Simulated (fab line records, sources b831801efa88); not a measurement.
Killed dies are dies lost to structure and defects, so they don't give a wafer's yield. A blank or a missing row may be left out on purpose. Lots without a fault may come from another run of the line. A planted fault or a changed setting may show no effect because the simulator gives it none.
One fault seen from 2 desks | flow gf180mcu | each desk has only its own numbers; what lay behind them comes last

THE TOOL OWNER'S DESK: cmp-02
The tool's own readings at GF_V5_CMP_26 (polishes, stops on SiO2, t overpolish 15 s, target thk 0 nm): means of the sampled wafers that have a number, for each lot that ran on this tool. A lot is out of limits, marked OUT, if its mean lies more than 4 standard deviations from the usual mean; the brackets give that distance.
Columns: A = edge_zone_pressure_frac at GF_V5_CMP_26, usual 1.000; B = head_pressure_psi at GF_V5_CMP_26, usual 3.500 psi; C = motor_current_A at GF_V5_CMP_26, usual 10.5 A; D = overpolish_run_s at GF_V5_CMP_26, usual 15.000 s; E = slurry_filter_dp_kPa at GF_V5_CMP_26, usual 13.48 kPa; F = time_to_endpoint_s at GF_V5_CMP_26, usual 85 s
lot  | first seen here | A     | B     | C    | D      | E     | F
L622 | day 32 17:13    | 1.003 | 3.501 | 10.2 | 14.986 | 13.51 | 81
This desk's finding: nothing out of limits on the one lot.

THE METROLOGY DESK
What the gauges read, lot by lot, whatever tool the lot ran on: means of the sampled wafers that have a number. A lot is out of limits, marked OUT, if its mean lies more than 4 standard deviations from the usual mean; the brackets give that distance.
Columns: A = cd_nm at GF_V5_CD_MEAS_14, usual 260.4 nm; B = V5_OVL at GF_V5_OVL_MEAS_15, usual 2 nm; C = V5_W_RS at GF_V5_RS_MEAS_24, usual 0.328 ohm/sq; D = V5_W_THK at GF_V5_THK_MEAS_25, usual 358 nm
lot  | first seen here | A     | B  | C     | D
L608 | day 29 06:17    | 259.8 | 3  | 0.334 | 343
L610 | day 29 16:05    | 261.6 | 5  | 0.329 | 349
L611 | day 30 06:14    | 259.8 | -1 | 0.321 | 370
L612 | day 30 12:05    | 260.8 | 3  | 0.327 | 351
L617 | day 31 14:11    | 260.4 | 1  | 0.330 | 358
L621 | day 32 11:34    | 260.5 | 4  | 0.330 | 347
L622 | day 32 15:53    | 261.3 | 1  | 0.329 | 366
This desk's finding: nothing out of limits on any of the 7 lots.

PUT TOGETHER
The tool owner's desk saw nothing out of limits.
The metrology desk saw nothing out of limits.

WHAT THE SIMULATOR HAD PUT IN
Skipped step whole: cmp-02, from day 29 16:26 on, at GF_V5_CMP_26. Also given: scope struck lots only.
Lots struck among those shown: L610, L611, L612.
